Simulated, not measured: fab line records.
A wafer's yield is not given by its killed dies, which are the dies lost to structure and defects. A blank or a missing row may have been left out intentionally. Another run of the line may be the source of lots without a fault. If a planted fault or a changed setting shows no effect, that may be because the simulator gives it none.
Which tool is to blame? + flow gf180mcu + 11 lots with 32 wafers sampled at 5 steps, on a route of 602 steps

== WHAT THE GAUGES SHOWED, per wafer ==
GF_LVPWELL_TW_MEAS_11.
| lot  | measured    | on           | LVPWELL_TW        |
|------|-------------|--------------|-------------------|
| L530 | day 3 21:23 | filmMetro-01 | 565.0 568.0 563.4 |
| L531 | day 4 03:05 | filmMetro-04 | 570.0 568.7 566.7 |
| L532 | day 4 08:12 | filmMetro-01 | 563.1 562.8 557.7 |
| L538 | day 5 17:16 | filmMetro-02 | 560.8 565.0 564.5 |
| L540 | day 6 04:43 | filmMetro-04 | 559.2 559.9 558.8 |
| L541 | day 6 13:11 | filmMetro-01 | 562.4 568.0 569.2 |
| L542 | day 6 17:45 | filmMetro-02 | 563.2 561.9 560.1 |
| L543 | day 7 00:28 | filmMetro-04 | 564.6 562.3 563.3 |
| L550 | day 8 16:30 | filmMetro-01 | 543.8 557.3       |
| L551 | day 8 19:21 | filmMetro-02 | 560.0 550.0 561.1 |
| L553 | day 9 12:58 | filmMetro-01 | 561.0 558.9 559.1 |

GF_VT_IMPLANT_RS_MEAS_48: uses a four-point probe to measure.
| lot  | measured     | on           | LVPWELL_RS (ohm/sq)  |
|------|--------------|--------------|----------------------|
| L530 | day 7 13:19  | filmMetro-01 | 1200.9 1198.4 1198.6 |
| L531 | day 7 19:51  | filmMetro-02 | 1198.8 1198.1 1198.1 |
| L532 | day 8 02:34  | filmMetro-01 | 1198.2 1197.9 1199.7 |
| L538 | day 9 18:01  | filmMetro-02 | 1199.5 1199.5 1198.9 |
| L540 | day 10 06:05 | filmMetro-01 | 1195.1 1195.8 1194.3 |
| L541 | day 10 16:08 | filmMetro-02 | 1197.7 1195.2 1196.5 |
| L542 | day 10 23:18 | filmMetro-02 | 1200.1 1200.5 1200.2 |
| L543 | day 11 07:39 | filmMetro-02 | 1201.0 1194.7 1201.0 |
| L550 | day 13 07:40 | filmMetro-01 | 1264.8 1198.8        |
| L551 | day 13 09:49 | filmMetro-02 | 1197.0 1266.8 1196.1 |
| L553 | day 14 08:58 | filmMetro-02 | 1198.0 1199.1 1201.2 |

== WHAT TOOL EACH LOT RAN ON (gives the tool, then ch and the chambers of the sampled wafers, and finally the start) ==
| lot  | GF_NWELL_STRIP_10                  | GF_LVPWELL_IMPLANT_08          | GF_VT_IMPLANT_RTA_45            |
|------|------------------------------------|--------------------------------|---------------------------------|
| L530 | plasmaAsher-03 ch 0,1, day 3 07:49 | implanter-02 ch 0, day 3 20:59 | rtpAnneal-02 ch 0, day 7 12:58  |
| L531 | plasmaAsher-04 ch 0,1, day 3 13:32 | implanter-01 ch 0, day 4 02:43 | rtpAnneal-02 ch 0, day 7 19:30  |
| L532 | plasmaAsher-02 ch 0,1, day 3 18:28 | implanter-02 ch 0, day 4 07:49 | rtpAnneal-01 ch 0, day 8 02:14  |
| L538 | plasmaAsher-02 ch 0, day 5 03:15   | implanter-03 ch 0, day 5 16:53 | rtpAnneal-01 ch 0, day 9 17:40  |
| L540 | plasmaAsher-04 ch 0,1, day 5 14:01 | implanter-02 ch 0, day 6 04:19 | rtpAnneal-02 ch 0, day 10 05:45 |
| L541 | plasmaAsher-03 ch 0,1, day 5 22:21 | implanter-03 ch 0, day 6 12:47 | rtpAnneal-02 ch 0, day 10 15:48 |
| L542 | plasmaAsher-03 ch 0,1, day 6 02:45 | implanter-01 ch 0, day 6 17:21 | rtpAnneal-02 ch 0, day 10 22:58 |
| L543 | plasmaAsher-04 ch 0,1, day 6 08:41 | implanter-02 ch 0, day 7 00:05 | rtpAnneal-02 ch 0, day 11 07:18 |
| L550 | plasmaAsher-04 ch 0,1, day 7 23:08 | implanter-02 ch 0, day 8 16:07 | rtpAnneal-02 ch 0, day 13 07:19 |
| L551 | plasmaAsher-03 ch 0,1, day 8 02:58 | implanter-02 ch 0, day 8 18:57 | rtpAnneal-02 ch 0, day 13 09:28 |
| L553 | plasmaAsher-04 ch 0,1, day 8 19:53 | implanter-01 ch 0, day 9 12:35 | rtpAnneal-01 ch 0, day 14 08:38 |
- GF_NWELL_STRIP_10: strips in O2/N2.
- GF_LVPWELL_IMPLANT_08
- GF_VT_IMPLANT_RTA_45: time 30 s.

== AS READ BY THE TOOLS THEMSELVES (means over the sampled wafers that have a number; for cases with no such wafer, the mark the record gives instead) ==
GF_NWELL_STRIP_10.
| lot  | tool           | drypumpMotorCurrentA (A) | heaterPowerW (W) | n2FlowSccm (sccm) | oesProductAu (a.u.) | stripTimeToEndpointS (s) |
|------|----------------|--------------------------|------------------|-------------------|---------------------|--------------------------|
| L530 | plasmaAsher-03 | 5.84                     | 292              | 300.0             | 0.726               | 36.98                    |
| L531 | plasmaAsher-04 | 5.68                     | 301              | 300.3             | 0.723               | 36.87                    |
| L532 | plasmaAsher-02 | 5.93                     | 315              | 298.8             | 0.727               | 37.02                    |
| L538 | plasmaAsher-02 | 6.45                     | 328              | 300.1             | 0.719               | 37.07                    |
| L540 | plasmaAsher-04 | 5.90                     | 328              | 299.9             | 0.717               | 37.02                    |
| L541 | plasmaAsher-03 | 5.79                     | 284              | 300.4             | 0.720               | 36.93                    |
| L542 | plasmaAsher-03 | 5.81                     | 284              | 300.3             | 0.721               | 36.90                    |
| L543 | plasmaAsher-04 | 5.90                     | 325              | 300.6             | 0.718               | 36.92                    |
| L550 | plasmaAsher-04 | 5.78                     | 312              | 300.2             | 0.718               | 37.17                    |
| L551 | plasmaAsher-03 | 5.80                     | 282              | 299.6             | 0.720               | 37.07                    |
| L553 | plasmaAsher-04 | 5.88                     | 321              | 300.9             | 0.726               | 36.99                    |

GF_LVPWELL_IMPLANT_08.
| lot  | tool         | beamEnergyKeV | endStationPressureTorr (Torr) |
|------|--------------|---------------|-------------------------------|
| L530 | implanter-02 | 170.05        | 4.95e-06                      |
| L531 | implanter-01 | 169.97        | 5.03e-06                      |
| L532 | implanter-02 | 170.02        | 4.86e-06                      |
| L538 | implanter-03 | 170.02        | 5.09e-06                      |
| L540 | implanter-02 | 170.01        | 5.14e-06                      |
| L541 | implanter-03 | 170.00        | 5.04e-06                      |
| L542 | implanter-01 | 169.98        | 4.85e-06                      |
| L543 | implanter-02 | 170.04        | 5.16e-06                      |
| L550 | implanter-02 | 169.96        | 5.19e-06                      |
| L551 | implanter-02 | 169.97        | 4.94e-06                      |
| L553 | implanter-01 | 170.02        | 5.04e-06                      |

GF_VT_IMPLANT_RTA_45.
| lot  | tool         | lampPowerPct (%) | wafer_temp_C_max |
|------|--------------|------------------|------------------|
| L530 | rtpAnneal-02 | 34.4             | 1054.5           |
| L531 | rtpAnneal-02 | 34.4             | 1054.8           |
| L532 | rtpAnneal-01 | 35.7             | 1052.5           |
| L538 | rtpAnneal-01 | 35.8             | 1052.7           |
| L540 | rtpAnneal-02 | 34.4             | 1054.4           |
| L541 | rtpAnneal-02 | 34.5             | 1054.9           |
| L542 | rtpAnneal-02 | 34.4             | 1053.7           |
| L543 | rtpAnneal-02 | 34.4             | 1054.4           |
| L550 | rtpAnneal-02 | 34.4             | 1054.2           |
| L551 | rtpAnneal-02 | 34.4             | 1054.8           |
| L553 | rtpAnneal-01 | 35.7             | 1052.7           |

== THE ANSWER, worked out from the rows above alone ==
Rule: usual is defined by the lots themselves. Put in order of their means at a reading, lots are off if they are a third of the lots or fewer, leave a main group of 4 or more, and stand apart from it by a gap of 3 or more times the standard deviation of the main group's means; of several such gaps the widest counts. A main group whose means are all the same, to the digits that the tables above print for the reading, isn't used. A lot without any number at a reading at which 4 lots or more have one is off too. Any other lot the step has rows for is counted as sound. After the gauges, taken in route order, come the tools' own readings; for these a lot's mean is taken, as printed above. At the first step where some lot is off, the reading lying furthest off is the one used; lots without a number count as furthest.
Off: L550, L551, seen at GF_VT_IMPLANT_RS_MEAS_48 (LVPWELL_RS). Mean 1198.4 ohm/sq and standard deviation 1.5 in the main group.
A tool fits if, at a process step before that reading, it ran every lot that is off, and no sound lot after the first of them. The gauges at GF_VT_IMPLANT_RS_MEAS_48 are tried like those tools. This does not decide it: 2 tools fit, namely implanter-02 at GF_LVPWELL_IMPLANT_08 and rtpAnneal-02 at GF_VT_IMPLANT_RTA_45.

== WHAT THE SIMULATOR HAD INSERTED ==
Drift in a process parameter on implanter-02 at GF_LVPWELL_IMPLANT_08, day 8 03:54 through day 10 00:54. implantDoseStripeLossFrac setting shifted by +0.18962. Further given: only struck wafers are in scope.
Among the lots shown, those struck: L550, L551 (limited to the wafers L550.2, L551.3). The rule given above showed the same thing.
